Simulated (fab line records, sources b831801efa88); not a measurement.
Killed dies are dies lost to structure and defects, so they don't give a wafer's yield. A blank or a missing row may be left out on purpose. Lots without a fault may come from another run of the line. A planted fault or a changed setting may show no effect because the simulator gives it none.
fab line records | flow sky130 | part 1 of 2: steps 1 to 32 of 40
record lots=5 wafers=15 last_day=49
route steps=708 shown METAL4@598 CAP2M@603
lots that met no fault: from a run of the same line without faults
start_h: hours from the record's first day to the start of the lot's first wafer shown | wait_h: hours since the lot's step before | " the same as in the row above | L1.1+2: a row that stands for several wafers | - no value, or no start given | * or withheld: withheld | < > ~ a bound
route shown NAME@n: a module of which the file shows steps, and the number in the route of the first | usual: mean/standard deviation of fault-free wafers | same: alike in all rows | chamber/n: place in a boat | sites: the reading at each site | _std_site: their standard deviation | _edge_site: outer sites' mean less inner sites' | radius_mm: how far each site lies from the wafer's centre | mask NAME#n: copy n | behind: the tool/chamber that last shaped the wafer | hold: why the lot was held/for how many hours/how that ended | device: the transistor (n, p or np) that didn't switch | end of line: the same wafers' tests at the end of the route | a step without rows: its recipe alone | killed: dies lost to structure and defects at the first sort, not the wafer's yield | map: a wafer's dies, x killed, . not, _ none there
set.NAME: the setting as run; set.NAME@STEP: as run at that earlier step | model.NAME: the simulator's own value behind a step, which no gauge read
lots at some steps of the route; a table a step, a row a wafer
services: from which hour (start_h, from the record's first day; less than 0 if before it) a tool's chamber was out of use, for how many hours, and why
## steps
# step SKY_METAL4_SPUTTER_00
# recipe material=Ti target_thk_nm=15 power_w=3000 time_s=10 chamber_pressure_pa=0.4
# usual throttle_valve_pct=30.1/0.92
# columns lot.wafer tool chamber start_h wait_h throttle_valve_pct
L075.1 pvd_sputter-04 - 939.85 0.1 31.0
L075.2 " - " " 29.1
L075.3 " - " " 30.4
L076.3 pvd_sputter-04 - 940.85 0.1 30.3
L076.4 " - " " 29.1
L076.6 " - " " 30.6
L077.1 pvd_sputter-02 - 954.96 0.2 30.0
L077.2 " - " " 31.5
L077.3 " - " " 28.1
L080.2 pvd_sputter-04 - 982.94 0.2 29.9
L080.3 " - " " 31.0
L080.6 " - " " 29.6
L090.1 pvd_sputter-01 - 1051.30 0.1 30.3
L090.5 " - " " 30.2
L090.6 " - " " 30.5
# step SKY_METAL4_SPUTTER_01
# recipe material=TiN target_thk_nm=20 power_w=6500 time_s=16.7 chamber_pressure_pa=0.4
# usual throttle_valve_pct=30.1/0.94
# columns lot.wafer tool chamber start_h wait_h throttle_valve_pct
L075.1 pvd_sputter-04 - 939.87 0.0 30.8
L075.2 " - " " 29.2
L075.3 " - " " 30.4
L076.3 pvd_sputter-04 - 940.87 0.0 30.2
L076.4 " - " " 29.3
L076.6 " - " " 30.4
L077.1 pvd_sputter-02 - 954.98 0.0 30.2
L077.2 " - " " 31.6
L077.3 " - " " 28.4
L080.2 pvd_sputter-04 - 982.96 0.0 29.5
L080.3 " - " " 31.0
L080.6 " - " " 29.2
L090.1 pvd_sputter-01 - 1051.32 0.0 30.1
L090.5 " - " " 30.1
L090.6 " - " " 30.4
# step SKY_METAL4_SPUTTER_02
# recipe material=AlCu target_thk_nm=735 power_w=10600 time_s=39.1 chamber_pressure_pa=0.4
# usual throttle_valve_pct=30.1/0.96
# columns lot.wafer tool chamber start_h wait_h throttle_valve_pct
L075.1 pvd_sputter-04 - 939.90 0.0 31.0
L075.2 " - " " 29.5
L075.3 " - " " 30.5
L076.3 pvd_sputter-04 - 940.90 0.0 30.6
L076.4 " - " " 29.1
L076.6 " - " " 30.8
L077.1 pvd_sputter-02 - 955.00 0.0 30.3
L077.2 " - " " 32.0
L077.3 " - " " 27.9
L080.2 pvd_sputter-04 - 982.98 0.0 29.8
L080.3 " - " " 30.9
L080.6 " - " " 29.4
L090.1 pvd_sputter-01 - 1051.35 0.0 30.1
L090.5 " - " " 30.4
L090.6 " - " " 30.4
# step SKY_METAL4_SPUTTER_03
# recipe material=Ti target_thk_nm=5 power_w=3000 time_s=3.3 chamber_pressure_pa=0.4
# usual throttle_valve_pct=30.1/0.95
# columns lot.wafer tool chamber start_h wait_h throttle_valve_pct
L075.1 pvd_sputter-04 - 939.93 0.0 31.1
L075.2 " - " " 29.2
L075.3 " - " " 30.6
L076.3 pvd_sputter-04 - 940.93 0.0 30.7
L076.4 " - " " 29.3
L076.6 " - " " 30.7
L077.1 pvd_sputter-02 - 955.04 0.0 30.1
L077.2 " - " " 31.6
L077.3 " - " " 27.9
L080.2 pvd_sputter-04 - 983.02 0.0 29.5
L080.3 " - " " 30.9
L080.6 " - " " 29.2
L090.1 pvd_sputter-01 - 1051.38 0.0 30.3
L090.5 " - " " 30.3
L090.6 " - " " 30.2
# step SKY_METAL4_SPUTTER_04
# recipe material=TiN target_thk_nm=70 power_w=6500 time_s=58.3 chamber_pressure_pa=0.4
# usual throttle_valve_pct=30.1/0.95
# columns lot.wafer tool chamber start_h wait_h throttle_valve_pct
L075.1 pvd_sputter-04 - 939.95 0.0 31.0
L075.2 " - " " 29.4
L075.3 " - " " 30.6
L076.3 pvd_sputter-04 - 940.95 0.0 30.7
L076.4 " - " " 29.3
L076.6 " - " " 30.6
L077.1 pvd_sputter-02 - 955.06 0.0 30.4
L077.2 " - " " 31.7
L077.3 " - " " 28.3
L080.2 pvd_sputter-04 - 983.04 0.0 29.6
L080.3 " - " " 31.1
L080.6 " - " " 29.3
L090.1 pvd_sputter-01 - 1051.40 0.0 30.3
L090.5 " - " " 30.0
L090.6 " - " " 30.3
# step SKY_CAP2M_CVD_00
# recipe material=SiO2 target_thk_nm=15.5 temp_c=400 time_s=withheld rf_w=450
# usual heater_power_w=662/63
# columns lot.wafer tool chamber start_h wait_h heater_power_w
L075.1 pecvd-01 0 940.00 0.0 609
L075.2 " 2 " " 647
L075.3 " 0 " " 611
L076.3 pecvd-04 0 941.00 0.0 660
L076.4 " 0 " " 657
L076.6 " 2 " " 757
L077.1 pecvd-04 0 955.11 0.0 644
L077.2 " 2 " " 779
L077.3 " 1 " " 747
L080.2 pecvd-04 1 983.09 0.0 795
L080.3 " 0 " " 571
L080.6 " 0 " " 579
L090.1 pecvd-01 1 1051.45 0.0 725
L090.5 " 1 " " 705
L090.6 " 2 " " 767
# step SKY_CAP2M_THK_MEAS_01
# recipe reads=SiO2_of_CAP2M_CVD_00
# usual CAP2M_CVD_00_THK=15.57/0.22
# columns lot.wafer tool chamber start_h wait_h CAP2M_CVD_00_THK[nm]
L075.1 film_metro-03 - 940.03 - 15.56
L075.2 " - " " 15.53
L075.3 " - " " 15.51
L076.3 film_metro-02 - 941.04 - 15.33
L076.4 " - " " 15.42
L076.6 " - " " 15.68
L077.1 film_metro-01 - 955.13 - 15.29
L077.2 " - " " 15.38
L077.3 " - " " 15.45
L080.2 film_metro-03 - 983.12 - 15.52
L080.3 " - " " 15.61
L080.6 " - " " 15.91
L090.1 film_metro-01 - 1051.47 - 15.46
L090.5 " - " " 15.64
L090.6 " - " " 15.73
# step SKY_CAP2M_SPUTTER_02
# recipe material=TiN target_thk_nm=200 temp_c=300 power_w=6500 time_s=166.7 chamber_pressure_pa=0.4131
# usual throttle_valve_pct=30.5/1
# columns lot.wafer tool chamber start_h wait_h throttle_valve_pct
L075.1 pvd_sputter-03 - 940.09 0.1 31.0
L075.2 " - " " 32.8
L075.3 " - " " 31.8
L076.3 pvd_sputter-01 - 941.08 0.0 30.2
L076.4 " - " " 30.3
L076.6 " - " " 30.1
L077.1 pvd_sputter-03 - 955.19 0.1 33.1
L077.2 " - " " 31.0
L077.3 " - " " 31.2
L080.2 pvd_sputter-03 - 983.17 0.0 30.9
L080.3 " - " " 31.5
L080.6 " - " " 29.6
L090.1 pvd_sputter-03 - 1051.53 0.1 32.9
L090.5 " - " " 29.5
L090.6 " - " " 31.0
# step SKY_CAP2M_RS_MEAS_03
# recipe thk_meas_gauge=four-point-probe reads=TiN_of_CAP2M_SPUTTER_02
# usual CAP2M_TIN_RS=6.91/0.079
# columns lot.wafer tool chamber start_h wait_h CAP2M_TIN_RS[ohm/sq]
L075.1 film_metro-01 - 940.20 0.1 6.93
L075.2 " - " " 6.94
L075.3 " - " " 6.98
L076.3 film_metro-03 - 941.23 0.1 6.92
L076.4 " - " " 6.94
L076.6 " - " " 6.91
L077.1 film_metro-02 - 955.30 0.1 6.87
L077.2 " - " " 6.90
L077.3 " - " " 6.93
L080.2 film_metro-03 - 983.30 0.1 6.96
L080.3 " - " " 7.00
L080.6 " - " " 6.94
L090.1 film_metro-03 - 1051.64 0.1 6.96
L090.5 " - " " 6.85
L090.6 " - " " 6.98
# step SKY_CAP2M_THK_MEAS_04
# recipe thk_meas_gauge=xrf reads=TiN_of_CAP2M_SPUTTER_02
# usual CAP2M_TIN_THK=202.7/2.3
# columns lot.wafer tool chamber start_h wait_h CAP2M_TIN_THK[nm]
L075.1 film_metro-01 - 940.32 0.1 201.8
L075.2 " - " " 201.2
L075.3 " - " " 200.9
L076.3 film_metro-03 - 941.33 0.1 201.8
L076.4 " - " " 201.6
L076.6 " - " " 202.0
L077.1 film_metro-02 - 955.42 0.1 204.1
L077.2 " - " " 203.0
L077.3 " - " " 202.3
L080.2 film_metro-03 - 983.41 0.1 200.5
L080.3 " - " " 199.5
L080.6 " - " " 200.7
L090.1 film_metro-03 - 1051.76 0.1 201.3
L090.5 " - " " 203.9
L090.6 " - " " 199.5
# step SKY_CAP2M_DEHYDRATE_05
# recipe temp_c=200 time_s=60
# columns lot.wafer tool chamber start_h wait_h
L075.1+2+3 litho_track-02 0 951.76 11.4
L076.3+4+6 litho_track-01 0 952.78 11.4
L077.1+2+3 litho_track-04 0 966.12 10.7
L080.2+3+6 litho_track-01 0 994.61 11.2
L090.1+5+6 litho_track-01 0 1061.13 9.4
# step SKY_CAP2M_HMDS_06
# recipe prime_time_s=60 prime_temp_c=120
# columns lot.wafer tool chamber start_h wait_h
L075.1+2+3 litho_track-02 0 951.91 0.1
L076.3+4+6 litho_track-01 0 952.93 0.1
L077.1+2+3 litho_track-04 0 966.27 0.1
L080.2+3+6 litho_track-01 0 994.76 0.1
L090.1+5+6 litho_track-01 0 1061.28 0.1
# step SKY_CAP2M_COAT_07
# recipe resist=NOVOLAK spin_rpm=3000 resist_thk_nm=1140
# columns lot.wafer tool chamber start_h wait_h
L075.1+2+3 litho_track-02 0 952.06 0.1
L076.3+4+6 litho_track-01 0 953.08 0.1
L077.1+2+3 litho_track-04 0 966.42 0.1
L080.2+3+6 litho_track-01 0 994.91 0.1
L090.1+5+6 litho_track-01 0 1061.43 0.1
# step SKY_CAP2M_SOFTBAKE_08
# recipe temp_c=90 time_s=60 resist=NOVOLAK
# columns lot.wafer tool chamber start_h wait_h
L075.1+2+3 litho_track-02 0 952.21 0.1
L076.3+4+6 litho_track-01 0 953.23 0.1
L077.1+2+3 litho_track-04 0 966.57 0.1
L080.2+3+6 litho_track-01 0 995.06 0.1
L090.1+5+6 litho_track-01 0 1061.58 0.1
# step SKY_CAP2M_EXPOSE_09
# recipe mask_id=CAP2M na=0.6 source_shape=conventional sigma_outer=0.6 polarization=unpolarized target_cd_nm=1000 dose_mj=159
# usual exposure_dose_mJ_cm2=158.99/0.16 reticle_temp_C=22.99/0.098
# columns lot.wafer tool chamber start_h wait_h mask exposure_dose_mJ_cm2 reticle_temp_C
L075.1 iline_stepper-01 0 - - CAP2M#0 158.69 23.02
L075.2 " 0 " " CAP2M#0 158.87 23.13
L075.3 " 0 " " CAP2M#0 158.75 22.97
L076.3 iline_stepper-02 0 - - CAP2M#0 159.12 22.96
L076.4 " 0 " " CAP2M#0 159.13 22.84
L076.6 " 0 " " CAP2M#0 159.18 22.89
L077.1 iline_stepper-02 0 - - CAP2M#0 159.04 22.99
L077.2 " 0 " " CAP2M#0 159.01 22.91
L077.3 " 0 " " CAP2M#0 158.95 22.86
L080.2 iline_stepper-02 0 - - CAP2M#0 158.89 23.07
L080.3 " 0 " " CAP2M#0 158.83 23.03
L080.6 " 0 " " CAP2M#0 158.87 23.02
L090.1 iline_stepper-02 0 - - CAP2M#0 159.00 22.87
L090.5 " 0 " " CAP2M#0 158.77 22.91
L090.6 " 0 " " CAP2M#0 159.00 22.84
# step SKY_CAP2M_PEB_10
# recipe temp_c=withheld time_s=* resist=NOVOLAK
# columns lot.wafer tool chamber start_h wait_h
L075.1+2+3 litho_track-04 0 - -
L076.3+4+6 litho_track-01 0 - -
L077.1+2+3 litho_track-04 0 - -
L080.2+3+6 litho_track-02 0 - -
L090.1+5+6 litho_track-04 0 - -
# step SKY_CAP2M_DEVELOP_11
# recipe resist=NOVOLAK developer=TMAH develop_time_s=60 dev_temp_c=23
# columns lot.wafer tool chamber start_h wait_h
L075.1+2+3 litho_track-04 0 963.82 0.1
L076.3+4+6 litho_track-01 0 964.43 0.1
L077.1+2+3 litho_track-04 0 979.07 0.1
L080.2+3+6 litho_track-02 0 1006.24 0.1
L090.1+5+6 litho_track-04 0 1072.42 0.1
# step SKY_CAP2M_OVL_MEAS_12
# usual CAP2M_OVL=1.0/1.4
# columns lot.wafer tool chamber start_h wait_h CAP2M_OVL[nm]
L075.1 overlay-02 - 963.97 0.1 0.7
L075.2 " - " " 1.0
L075.3 " - " " 1.9
L076.3 overlay-02 - 964.54 0.1 0.8
L076.4 " - " " 1.3
L076.6 " - " " 1.6
L077.1 overlay-02 - 979.22 0.1 -0.1
L077.2 " - " " -0.3
L077.3 " - " " -0.5
L080.2 overlay-01 - 1006.37 0.1 2.6
L080.3 " - " " 1.1
L080.6 " - " " 3.9
L090.1 overlay-01 - 1072.57 0.1 0.7
L090.5 " - " " 0.2
L090.6 " - " " -0.7
# step SKY_CAP2M_METAL_ETCH_13
# recipe target_depth_nm=220 stop_on=SiO2 chemistry=Cl2/BCl3 target=TiN pressure_mtorr=10 icp_w=900 bias_w=48.5 Cl2_flow_sccm=60 bcl3_flow_sccm=30 time_s=62.9
# usual drypump_motor_current_A=5.8/0.38 oes_product_au=0.942/0.0074 throttle_valve_pct=21.902/0.01
# columns lot.wafer tool chamber start_h wait_h drypump_motor_current_A oes_product_au rf_hours_counter_h throttle_valve_pct
L075.1 rie_metal-02 1 964.00 0.0 5.7 0.939 12 21.903
L075.2 " 0 " " 6.3 0.935 18 21.906
L075.3 " 1 " " 5.7 0.938 - 21.904
L076.3 rie_metal-02 1 964.59 0.0 5.7 0.938 - 21.883
L076.4 " 0 " " 6.3 0.940 - 21.921
L076.6 " 1 " " 5.7 0.947 - 21.915
L077.1 rie_metal-03 1 979.25 0.0 5.9 0.945 17 21.906
L077.2 " 0 " " 6.3 0.941 9 21.920
L077.3 " 0 " " 6.3 0.948 - 21.897
L080.2 rie_metal-03 0 1006.40 0.0 6.3 0.934 10 21.906
L080.3 " 1 " " 5.9 0.937 - 21.912
L080.6 " 1 " " 6.0 0.939 - 21.901
L090.1 rie_metal-04 0 1072.60 0.0 5.4 0.931 6 21.911
L090.5 " 0 " " 5.4 0.949 - 21.904
L090.6 " 1 " " 5.4 0.940 - 21.910
# step SKY_CAP2M_STRIP_14
# recipe chemistry=O2/N2 power_w=1400 pressure_mtorr=1500 platen_temp_c=withheld o2_flow_sccm=3000 n2_flow_sccm=300 overash_fraction=0.5
# usual drypump_motor_current_A=5.9/0.42 oes_product_au=0.709/0.0046 strip_time_to_endpoint_s=12.63/0.049
# columns lot.wafer tool chamber start_h wait_h drypump_motor_current_A oes_product_au rf_hours_counter_h strip_time_to_endpoint_s
L075.1 plasma_asher-02 0 964.08 0.1 6.1 0.704 116 12.72
L075.2 " 1 " " 6.3 0.709 116 12.64
L075.3 " 1 " " 6.3 0.710 - 12.67
L076.3 plasma_asher-04 1 964.68 0.1 5.6 0.709 - 12.66
L076.4 " 0 " " 5.1 0.716 - 12.63
L076.6 " 0 " " 5.1 0.709 - 12.61
L077.1 plasma_asher-01 1 979.33 0.1 5.6 0.713 54 12.63
L077.2 " 0 " " 6.3 0.709 54 12.57
L077.3 " 0 " " 6.3 0.704 - 12.59
L080.2 plasma_asher-01 0 1006.48 0.1 6.3 0.712 56 12.54
L080.3 " 1 " " 5.6 0.712 - 12.59
L080.6 " 0 " " 6.3 0.698 - 12.58
L090.1 plasma_asher-02 1 1072.68 0.1 6.3 0.705 1 12.66
L090.5 " 1 " " 6.3 0.709 - 12.67
L090.6 " 0 " " 6.1 0.704 - 12.68
# step SKY_CAP2M_STRIP_15
# recipe chemistry=post_etch_residue_remover time_s=1200 temp_c=72.5
# columns lot.wafer tool chamber start_h wait_h
L075.1+2+3 wet_bench-02 0 964.18 0.1
L076.3+4+6 wet_bench-04 0 964.74 0.0
L077.1+2+3 wet_bench-02 3 979.43 0.1
L080.2+3+6 wet_bench-02 1 1006.58 0.1
L090.1+5+6 wet_bench-02 1 1072.78 0.1
# step SKY_CAP2M_CLEAN_16
# recipe chemistry=IPA time_s=180 temp_c=25
# columns lot.wafer tool chamber start_h wait_h
L075.1+2+3 wet_bench-04 0 964.52 0.0
L076.3+4+6 wet_bench-03 3 965.12 0.0
L077.1+2+3 wet_bench-03 0 979.80 0.0
L080.2+3+6 wet_bench-04 1 1006.92 0.0
L090.1+5+6 wet_bench-03 3 1073.12 0.0
# step SKY_CAP2M_CLEAN_17
# recipe chemistry=O3/DIW dry=n2_spin
# columns lot.wafer tool chamber start_h wait_h
L075.1+2+3 wet_bench-02 1 964.58 0.0
L076.3+4+6 wet_bench-02 2 965.18 0.0
L077.1+2+3 wet_bench-04 1 979.86 0.0
L080.2+3+6 wet_bench-02 3 1006.98 0.0
L090.1+5+6 wet_bench-04 3 1073.18 0.0
# step SKY_METAL4_DEHYDRATE_05
# recipe temp_c=200 time_s=60
# columns lot.wafer tool chamber start_h wait_h
L075.1+2+3 litho_track-03 0 976.73 12.1
L076.3+4+6 litho_track-02 0 977.51 12.2
L077.1+2+3 litho_track-03 0 990.23 10.3
L080.2+3+6 litho_track-03 0 1018.11 11.0
L090.1+5+6 litho_track-04 0 1082.12 8.8
# step SKY_METAL4_HMDS_06
# recipe prime_time_s=60 prime_temp_c=120
# columns lot.wafer tool chamber start_h wait_h
L075.1+2+3 litho_track-03 0 976.88 0.1
L076.3+4+6 litho_track-02 0 977.66 0.1
L077.1+2+3 litho_track-03 0 990.38 0.1
L080.2+3+6 litho_track-03 0 1018.26 0.1
L090.1+5+6 litho_track-04 0 1082.27 0.1
# step SKY_METAL4_COAT_07
# recipe resist=BARC temp_c=withheld time_s=withheld spin_rpm=3000 resist_thk_nm=60
# columns lot.wafer tool chamber start_h wait_h
L075.1+2+3 litho_track-03 0 977.03 0.1
L076.3+4+6 litho_track-02 0 977.81 0.1
L077.1+2+3 litho_track-03 0 990.53 0.1
L080.2+3+6 litho_track-03 0 1018.41 0.1
L090.1+5+6 litho_track-04 0 1082.42 0.1
# step SKY_METAL4_COAT_08
# recipe resist=KrF-thick spin_rpm=3000 resist_thk_nm=1140
# columns lot.wafer tool chamber start_h wait_h
L075.1+2+3 litho_track-03 0 - -
L076.3+4+6 litho_track-02 0 - -
L077.1+2+3 litho_track-03 0 - -
L080.2+3+6 litho_track-03 0 - -
L090.1+5+6 litho_track-04 0 - -
# step SKY_METAL4_SOFTBAKE_09
# recipe temp_c=100 time_s=90 resist=KrF-thick
# columns lot.wafer tool chamber start_h wait_h
L075.1+2+3 litho_track-03 0 - -
L076.3+4+6 litho_track-02 0 - -
L077.1+2+3 litho_track-03 0 - -
L080.2+3+6 litho_track-03 0 - -
L090.1+5+6 litho_track-04 0 - -
# step SKY_METAL4_EXPOSE_10
# recipe mask_id=MM4 na=0.68 source_shape=annular sigma_inner=0.4 sigma_outer=0.8 target_cd_nm=300 dose_mj=28
# usual exposure_dose_mJ_cm2=27.97/0.047 reticle_temp_C=23.00/0.1
# columns lot.wafer tool chamber start_h wait_h mask exposure_dose_mJ_cm2 reticle_temp_C
L075.1 krf_scanner-01 0 - - MM4#0 27.97 22.88
L075.2 " 0 " " MM4#0 28.00 22.85
L075.3 " 0 " " MM4#0 27.99 22.79
L076.3 krf_scanner-01 0 - - MM4#0 28.01 23.06
L076.4 " 0 " " MM4#0 27.96 23.10
L076.6 " 0 " " MM4#0 27.96 22.98
L077.1 krf_scanner-01 0 - - MM4#0 28.00 22.87
L077.2 " 0 " " MM4#0 27.99 23.07
L077.3 " 0 " " MM4#0 27.99 23.24
L080.2 krf_scanner-01 0 - - MM4#0 28.03 23.02
L080.3 " 0 " " MM4#0 28.01 23.12
L080.6 " 0 " " MM4#0 28.01 22.92
L090.1 krf_scanner-02 0 - - MM4#0 27.95 22.87
L090.5 " 0 " " MM4#0 27.93 23.03
L090.6 " 0 " " MM4#0 27.94 22.95
# step SKY_METAL4_PEB_11
# recipe peb_temp_c=withheld peb_time_s=withheld resist=KrF-thick
# columns lot.wafer tool chamber start_h wait_h
L075.1+2+3 litho_track-02 0 - -
L076.3+4+6 litho_track-04 0 - -
L077.1+2+3 litho_track-02 0 - -
L080.2+3+6 litho_track-03 0 - -
L090.1+5+6 litho_track-04 0 - -
# step SKY_METAL4_DEVELOP_12
# recipe develop_time_s=60 resist=KrF-thick dev_temp_c=21
# columns lot.wafer tool chamber start_h wait_h
L075.1+2+3 litho_track-02 0 - -
L076.3+4+6 litho_track-04 0 - -
L077.1+2+3 litho_track-02 0 - -
L080.2+3+6 litho_track-03 0 - -
L090.1+5+6 litho_track-04 0 - -
# step SKY_METAL4_CD_MEAS_13
# recipe target_cd_nm=300
# usual cd_nm=299.8/1.2
# columns lot.wafer tool chamber start_h wait_h cd_nm
L075.1 cd_sem-02 - 988.86 - 299.4
L075.2 " - " " 299.5
L075.3 " - " " 299.7
L076.3 cd_sem-02 - 989.61 - 299.0
L076.4 " - " " 299.7
L076.6 " - " " 300.2
L077.1 cd_sem-01 - 1002.76 - 301.4
L077.2 " - " " 301.5
L077.3 " - " " 302.3
L080.2 cd_sem-01 - 1029.70 - 297.7
L080.3 " - " " 299.9
L080.6 " - " " 297.3
L090.1 cd_sem-01 - 1092.92 - 300.9
L090.5 " - " " 303.0
L090.6 " - " " 301.1
